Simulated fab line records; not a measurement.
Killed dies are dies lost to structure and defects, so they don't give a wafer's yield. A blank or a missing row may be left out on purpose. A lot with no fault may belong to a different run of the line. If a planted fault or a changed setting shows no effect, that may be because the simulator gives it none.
A struck lot beside a sound one :: flow sky130 :: 17 steps out of a route of 708
Sound: these wafers, L599.2, L599.4, L599.6. Wafers struck: L613.1, L613.2, L613.3. At the end, the cause is stated.
At each step with rows: each side's tool, then ch and its chambers, then its first start. Under that, the readings that differ: sound wafers :: struck wafers :: difference of the means :: sigmas: that difference in standard deviations of wafers without a fault.
alike: readings whose means differ by less than 2 such deviations, and words and numbers that are the same on both sides. not compared: withheld readings, readings that some wafer has no value for, bounds like >300 that may hide the same value, and numbers for which the record gives no deviation and whose values overlap.
Wherever a step has rows on one side only, a row that says differs or no value, or a row with sigmas, the two part there. Numbers that have no deviation but don't overlap get no sigmas and don't part them. Lack of a reading on every wafer of one side parts them only where that side has two or more wafers.

SKY_VT_ADJUST_LVTN_OVL_MEAS_07:
  sound: overlay-02 at day 6 19:48; struck: overlay-02 at day 10 16:48
  alike: VT_ADJUST_LVTN_OVL
after that, 1 step had no rows for these wafers: SKY_VT_ADJUST_LVTN_IMPLANT_08.
SKY_VT_ADJUST_LVTN_STRIP_09: strips in O2/N2.
  sound on plasmaAsher-02 ch 0,1, day 6 19:59; struck on plasmaAsher-02 ch 0,1, day 10 16:59
  alike: drypumpMotorCurrentA, oesProductAu, stripTimeToEndpointS
  not compared: rfHoursCounterH
SKY_VT_ADJUST_LVTN_TW_MEAS_10:
  sound: filmMetro-03 at day 6 20:05; struck: filmMetro-03 at day 10 17:05
  alike: VT_ADJUST_LVTN_TW
then, 7 steps without rows for these wafers: SKY_VT_ADJUST_LVTN_DEHYDRATE_11 (time 60 s); SKY_VT_ADJUST_LVTN_HMDS_12 (prime time 60 s); SKY_VT_ADJUST_LVTN_COAT_13 (resist thk 1140 nm); SKY_VT_ADJUST_LVTN_SOFTBAKE_14 (time 60 s); SKY_VT_ADJUST_LVTN_EXPOSE_15 (exposes mask HVN STD DERIVED, target cd 600 nm); SKY_VT_ADJUST_LVTN_PEB_16; SKY_VT_ADJUST_LVTN_DEVELOP_17 (develop time 60 s).
SKY_VT_ADJUST_LVTN_OVL_MEAS_18:
  sound: overlay-01 at day 7 15:01; struck: overlay-02 at day 11 15:19
  alike: VT_ADJUST_LVTN_01_OVL
SKY_VT_ADJUST_LVTN_IMPLANT_19:
  sound on implanter-03 ch 0, day 7 15:05; struck on implanter-01 ch 0, day 11 15:21
reading: doseIonsCm2
sound: 6.507e+11 6.505e+11 6.503e+11
struck: 1.0516e+12 1.0506e+12 1.0517e+12
difference: +4.0080e+11
sigmas: +99 or more

reading: faradayCurrentUA
sound: 3.68 3.71 3.72
struck: 5.97 5.96 5.99
difference: +2.27
sigmas: +33
SKY_VT_ADJUST_LVTN_STRIP_20: strips in O2/N2.
  sound on plasmaAsher-02 ch 0,1, day 7 15:12; struck on plasmaAsher-02 ch 0,1, day 11 15:30
  alike: drypumpMotorCurrentA, oesProductAu, stripTimeToEndpointS
  not compared: rfHoursCounterH
SKY_VT_ADJUST_LVTN_TW_MEAS_21:
  sound: filmMetro-01 at day 7 15:19; struck: filmMetro-04 at day 11 15:36
reading: VT_ADJUST_LVTN_2_TW
sound: 187.3 187.8 186.9
struck: 215.9 215.3 216.3
difference: +28.5
sigmas: +26
then, 1 step without rows for these wafers: SKY_VT_ADJUST_NCORE_DEHYDRATE_00 (time 60 s).
-- the record jumps here: 38 days lie between the struck wafers' starts before and after (it left off in module VT_ADJUST_NCORE and takes up again in module PAD_OPEN, whose first step shown is number 708 of the route) --
SKY_PAD_OPEN_PROBE_99:
  sound: prober-01 at day 45 21:28; struck: prober-02 at day 49 05:40
reading: killedDies
sound: 78 69 71
struck: 91 93 92
difference: +19
sigmas: +2

reading: model.etest.resPwellUnderGate.rsOhmSq
sound: 2303 2305 2314
struck: 2242 2226 2210
difference: -81
sigmas: 

reading: model.etest.nfetG5v0d10v5.rOnOhmUm
sound: 1877 1869 1906
struck: 1932 1941 1949
difference: +57
sigmas: 

reading: model.etest.tip_n_5v.rsOhmSq
sound: 1396 1398 1392
struck: 1436 1426 1430
difference: +35
sigmas: 

reading: model.etest.nfetG5v0d10v5.driveUaUm
sound: 611.4 610.9 610
struck: 577.5 578.1 586
difference: -30.2
sigmas: 

reading: model.etest.nfet_16v.driveUaUm
sound: 224.2 225.7 220.1
struck: 212 210.6 213
difference: -11
sigmas: 

reading: model.etest.nfetG5v0d10v5.bodyRiseV (V)
sound: 0.6619 0.6572 0.6663
struck: 0.732 0.7339 0.7252
difference: +0.069
sigmas: 

reading: model.etest.nfet_16v.bodyRiseV (V)
sound: 0.6608 0.6564 0.6662
struck: 0.7301 0.7312 0.7236
difference: +0.0672
sigmas: 

reading: model.etest.nfetG5v0d10v5.vtSatV (V)
sound: 0.7683 0.7586 0.751
struck: 0.8181 0.8251 0.8101
difference: +0.0585
sigmas: 
  alike: killed_at_M0_to_M3, killed_at_M4_up, killedAtContacts, killedAtFrontEnd, killedAtOther, killedOpen, killedShort

WHERE THEY PART
Last at SKY_PAD_OPEN_PROBE_99 as far as this record goes, first at SKY_VT_ADJUST_LVTN_IMPLANT_19.

WHY: what had been put in by the simulator
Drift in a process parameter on implanter-01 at SKY_VT_ADJUST_LVTN_IMPLANT_19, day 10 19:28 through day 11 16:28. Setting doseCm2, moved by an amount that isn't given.
